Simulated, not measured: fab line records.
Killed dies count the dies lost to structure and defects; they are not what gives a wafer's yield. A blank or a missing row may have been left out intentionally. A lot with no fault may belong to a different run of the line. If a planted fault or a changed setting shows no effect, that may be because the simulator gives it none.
8D (eight disciplines) problem report, filled in by code || flow sfq_line || the parts of the form that need people (team, actions taken, sign-off) are left out

== 1. WHAT IS WRONG ==
Wafers without a fault read 138.9 s, standard deviation 0.38; run_length_s at SFQ_TRILAYER_I2_DEP_PECVD_063 reads a mean of 131.2 s on 6 wafers belonging to 2 lots. That is -20 standard deviations from the usual mean.
The step: deposits SiO2 from SiH4/N2O, time 111.11 s, target thk 500 nm.
The first sign was on wafer L717.1 at day 37 06:49, on pecvd-03. The record has a number at this step for 42 wafers belonging to 14 lots. Rule for "out" (also "out of limits"): further than 4 standard deviations from the usual mean. The other wafers with a number count as sound.

== 2. WHAT IT IS, WHAT IT ISN'T ==
{"question": "which readings at this step", "is": "run_length_s", "is not": "chamber_pressure_Torr, heater_power_outer_w, heater_power_w, throttle_valve_pct"}
{"question": "which lots", "is": "L717, L722", "is not": "L704, L705, L706, L707, L708, L711, L712, L715, L720, L721, L725, L727"}
{"question": "which wafers of those lots", "is": "all that have a number", "is not": "-"}
{"question": "read on which tools", "is": "pecvd-03", "is not": "pecvd-02, pecvd-04"}
{"question": "when", "is": "from day 37 06:49", "is not": "up to then (24 sound wafers); but 12 sound wafers of L720, L721, L725, L727 came after"}

== 3. WHAT RULES OUT EACH SUSPECT ==
Counting: a tool at any process step up to the reading remains a suspect when it ran all the lots that are out and ran no sound lot after the first of those.
- pecvd-03 at SFQ_TRILAYER_I2_DEP_PECVD_063 (deposits SiO2 from SiH4/N2O, time 111.11 s, target thk 500 nm): kept. Every lot that is out went through it, starting with L717 (day 37 06:49), and after that it ran no sound lot; the last sound lot it ran before then is L715 (day 36 06:42). Its own readings are out on those wafers: run_length_s.
The count leaves pecvd-03 at SFQ_TRILAYER_I2_DEP_PECVD_063.

== 4. THE CAUSE (what the simulator had put in) ==
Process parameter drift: pecvd-03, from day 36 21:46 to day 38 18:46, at SFQ_TRILAYER_I2_DEP_PECVD_063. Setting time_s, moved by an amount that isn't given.
This tool alone remained once counting was done.

== 5. THE CHAIN OF EFFECTS, in route order ==
Rows list readings where the struck wafers' mean (over those with a number) sits beyond 3 standard deviations from the usual. Only readings whose record carries a usual standard deviation are examined. hours: median over the lots of the time between each lot's start at the first step of this table that gives one and its start at this step. sigmas: the change, counted in usual standard deviations.
{"hours": 0, "step": "SFQ_TRILAYER_I2_DEP_PECVD_063", "reading": "run_length_s", "usual": "138.9 s", "on struck wafers": 131.2, "change": -7.8, "sigmas": -20}
{"hours": 10, "step": "SFQ_TRILAYER_I2_CMP_CMP_064", "reading": "time_to_endpoint_s", "usual": "220 s", "on struck wafers": 187, "change": -33, "sigmas": -4.5}
It contains these process steps:
- SFQ_TRILAYER_I2_DEP_PECVD_063: deposits SiO2 from SiH4/N2O, time 111.11 s, target thk 500 nm.
- SFQ_TRILAYER_I2_CMP_CMP_064: polishes SiO2.

== 6. HOW IT WOULD HAVE BEEN CAUGHT EARLIER ==
9 hours passed between the start of the fault at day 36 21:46 and the first reading out of limits in this record, taken at day 37 06:49.
